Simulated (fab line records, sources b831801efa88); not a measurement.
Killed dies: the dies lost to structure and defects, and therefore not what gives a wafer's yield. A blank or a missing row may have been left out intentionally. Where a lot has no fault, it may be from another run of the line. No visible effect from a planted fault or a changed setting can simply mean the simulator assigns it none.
Comparing a struck lot with a sound one + flow sky130 + 18 out of 708 route steps
Sound: the wafers L530.2, L530.3, L530.5. Wafers L541.2, L541.4, L541.5 were the ones struck. The cause comes at the end.
Each step with rows lists, per side, the tool, then ch with its chambers, then its first start. Under that, the readings that differ: sound wafers + struck wafers + difference of the means + sigmas: that difference in standard deviations of wafers without a fault.
alike: readings whose means differ by less than 2 such deviations, and words and numbers that are the same on both sides. not compared: withheld readings, readings that some wafer has no value for, bounds like >300 that may hide the same value, and numbers for which the record gives no deviation and whose values overlap.
The two part at a step that has a row with sigmas, a row that says differs or no value, or rows on one side only. When numbers do not overlap yet have no deviation, they are printed without sigmas and do not part them. A reading that every wafer of one side lacks parts them only if that side has two wafers or more.

first, 5 steps without rows for these wafers: SKY_VIA4_COAT_06 (resist thk 1140 nm); SKY_VIA4_SOFTBAKE_07 (time 60 s); SKY_VIA4_EXPOSE_08 (exposes mask VIM4, target cd 800 nm); SKY_VIA4_PEB_09; SKY_VIA4_DEVELOP_10 (develop time 60 s).
SKY_VIA4_OVL_MEAS_11:
  sound on overlay-02, day 42 10:15; struck on overlay-01, day 46 00:00
  alike: VIA4_OVL
SKY_VIA4_ETCH_12: etches SiO2 in C4F8/O2/Ar, stops on TiN, target depth 580 nm.
  sound on rieDiel-04 ch 0,2,3, day 42 10:17; struck on rieDiel-04 ch 0,1,3, day 46 00:02
  alike: oesProductAu
SKY_VIA4_STRIP_13: strips in O2/N2.
  sound on plasmaAsher-03 ch 0,1, day 42 10:21; struck on plasmaAsher-02 ch 0,1, day 46 00:06
  alike: drypumpMotorCurrentA, oesProductAu, stripTimeToEndpointS
  not compared: rfHoursCounterH
then, 3 steps without rows for these wafers: SKY_VIA4_STRIP_14 (strips in post etch residue remover, time 1200 s); SKY_VIA4_CLEAN_15 (cleans in IPA, time 180 s); SKY_VIA4_CLEAN_16 (cleans in O3/DIW).
SKY_VIA4_SPUTTER_17: material TiN, target thk 20 nm, time 80 s.
  sound on pvdSputter-02, day 42 10:56; struck on pvdSputter-04, day 46 00:41
  alike: throttleValvePct
SKY_VIA4_CVD_18: deposits W, target thk 505 nm, time 152.14 s.
  sound on cvdW-02 ch 0,1, day 42 11:00; struck on cvdW-02 ch 0,1, day 46 01:04
  alike: heaterPowerW
SKY_VIA4_RS_MEAS_19: uses a four-point probe to measure.
  sound on filmMetro-04, day 42 11:13; struck on filmMetro-04, day 46 01:17
| reading            | sound                | struck               | difference | sigmas |
|--------------------|----------------------|----------------------|------------|--------|
| VIA4_W_RS (ohm/sq) | 0.2277 0.2278 0.2280 | 0.1149 0.1116 0.1138 | -0.1144    | -52    |
SKY_VIA4_THK_MEAS_20: measures by xrf.
  sound on filmMetro-04, day 42 11:19; struck on filmMetro-04, day 46 01:24
  not compared: VIA4_W_THK
SKY_VIA4_CMP_21: polishes, stops on SiO2, t overpolish 25 s, target thk 0 nm.
  sound on cmp-02 ch 0,1,2, day 42 11:22; struck on cmp-02 ch 0,1, day 46 01:58
| reading             | sound       | struck      | difference | sigmas |
|---------------------|-------------|-------------|------------|--------|
| timeToEndpointS (s) | 121 127 118 | 236 248 245 | +121       | +25    |
  alike: motorCurrentA, overpolishRunS
SKY_METAL5_SPUTTER_00: material Ti, target thk 15 nm, time 10 s.
  sound on pvdSputter-03, day 42 11:40; struck on pvdSputter-01, day 46 02:41
  alike: throttleValvePct
-- the record jumps here: 3 days lie between the struck wafers' starts before and after (it left off in module METAL5 and takes up again in module PAD_OPEN, whose first step shown is number 708 of the route) --
SKY_PAD_OPEN_PROBE_99:
  rows exist in the record for the struck wafers here (prober-02, day 48 16:16), but not for the sound ones

## WHERE THEY PART
Earliest at SKY_VIA4_RS_MEAS_19; latest, in this record, at SKY_PAD_OPEN_PROBE_99.

WHY: what the simulator had put in
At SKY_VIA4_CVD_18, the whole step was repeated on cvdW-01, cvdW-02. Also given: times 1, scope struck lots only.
